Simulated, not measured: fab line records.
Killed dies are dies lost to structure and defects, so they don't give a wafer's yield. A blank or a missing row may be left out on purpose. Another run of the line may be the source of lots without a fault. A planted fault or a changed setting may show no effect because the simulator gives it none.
One fault seen from 2 desks + flow gf180mcu + each desk has only its own numbers; what lay behind them comes last

== METROLOGY DESK ==
Means of the sampled wafers that have a number, per lot and without regard to the tool the lot ran on: this is what the gauges read. The brackets show how far a lot's mean lies from the usual mean; more than 4 standard deviations puts the lot out of limits, marked OUT.
Columns: A = V3_W_RS at GF_V3_RS_MEAS_24, usual 0.326 ohm/sq; B = V4_CVD_02_THK at GF_V4_THK_MEAS_03, usual 853 nm
| lot  | first seen here | A     | B             |
|------|-----------------|-------|---------------|
| L515 | day 23 00:42    | 0.319 | 854           |
| L516 | day 23 07:33    | 0.322 | 860           |
| L518 | day 24 04:17    | 0.325 | 861           |
| L519 | day 24 20:56    | 0.330 | 866           |
| L521 | day 25 13:20    | 0.329 | 861           |
| L522 | day 25 16:12    | 0.331 | 851           |
| L523 | day 26 08:42    | 0.327 | 726 (-13) OUT |
| L525 | day 26 16:59    | 0.331 | 857           |
| L532 | day 28 19:25    | 0.331 | 858           |
| L534 | day 29 07:49    | 0.317 | 854           |
| L536 | day 29 14:14    | 0.325 | 850           |
This desk's result: L523 out of limits, first on L523 (V4_CVD_02_THK at GF_V4_THK_MEAS_03), day 27 06:49. L515, L516, L518, L519, L521, L522, L525, L532, L534, L536: within limits.

== TOOL OWNER'S DESK, pecvd-04 ==
The tool's own readings at GF_V4_CVD_02 (deposits SiO2 from TEOS, target thk 850 nm, time 94.851 s): means of the sampled wafers that have a number, for each lot that ran on this tool. The brackets show how far a lot's mean lies from the usual mean; more than 4 standard deviations puts the lot out of limits, marked OUT.
Columns: A = heater-power-w at GF_V4_CVD_02, usual 672 W
| lot  | first seen here | A   |
|------|-----------------|-----|
| L515 | day 24 00:16    | 677 |
| L521 | day 26 11:28    | 579 |
| L522 | day 26 14:58    | 630 |
| L523 | day 27 06:45    | 622 |
Result from this desk: across the 4 lots, nothing is out of limits.

== BROUGHT TOGETHER ==
An alarm was possible from the metrology desk at day 27 06:49, on L523.
Nothing out of limits was seen by the tool owner's desk.
The tool owner's desk has L523 on record, within its limits.
All the named lots went through GF_V4_CVD_02 on pecvd-04.

== WHAT THE SIMULATOR PUT IN ==
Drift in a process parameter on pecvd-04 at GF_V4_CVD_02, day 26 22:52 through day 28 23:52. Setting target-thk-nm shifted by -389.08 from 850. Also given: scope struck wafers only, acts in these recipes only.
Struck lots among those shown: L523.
Per desk, hours elapsed from the start of the fault to the first reading out of limits: for the metrology desk, 8.
